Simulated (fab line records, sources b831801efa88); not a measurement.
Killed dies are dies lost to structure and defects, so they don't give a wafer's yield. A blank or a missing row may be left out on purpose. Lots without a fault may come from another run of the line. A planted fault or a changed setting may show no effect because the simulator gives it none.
Chamber matching | flow sky130 | SKY_VIA2_CMP_24 on cmp-01: 4 sister chambers
The step polishes, stops on SiO2, t overpolish 20 s, target thk 0 nm. 4 wafers are shown with their chamber, then 8 later ones without.

WAFERS WITH THEIR CHAMBER
wafer  | chamber | motor_current_A (A)
L505.2 | 1       | 12.0
L510.6 | 0       | 9.1
L514.6 | 2       | 9.7
L517.2 | 3       | 12.3

WAFERS WITHOUT THEIR CHAMBER
wafer  | motor_current_A (A)
L517.3 | 10.9
L517.5 | 11.8
L520.1 | 10.4
L520.3 | 9.5
L520.6 | 10.1
L522.1 | 12.1
L522.2 | 9.4
L522.6 | 9.5

WHICH CHAMBER EACH WENT THROUGH
wafer  | from the rows above               | in truth
L517.3 | can't be placed: 1 or 2 or 3 or 0 | 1
L517.5 | can't be placed: 1 or 3           | 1
L520.1 | can't be placed: 2 or 0 or 1      | 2
L520.3 | can't be placed: 2 or 0           | 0
L520.6 | can't be placed: 2 or 0           | 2
L522.1 | can't be placed: 1 or 3           | 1
L522.2 | can't be placed: 2 or 0           | 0
L522.6 | can't be placed: 2 or 0           | 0
Placed correctly: 0 of 8. Can't be placed from these rows: 8 (the true chamber is among the candidates in 8). Placed wrongly: 0.
How it was worked out, from the rows above alone: a wafer's distance from a chamber is the root of the sum, over the readings, of the square of ((its reading less the chamber's mean) divided by the reading's scatter). The wafer belongs to the nearest chamber; if the next one is less than 2 further off, it can't be placed. A chamber's mean is the mean of its shown wafers. The scatter: with one shown wafer a chamber, the root of the mean of the squares of how far each hidden wafer lies from its nearest shown one.
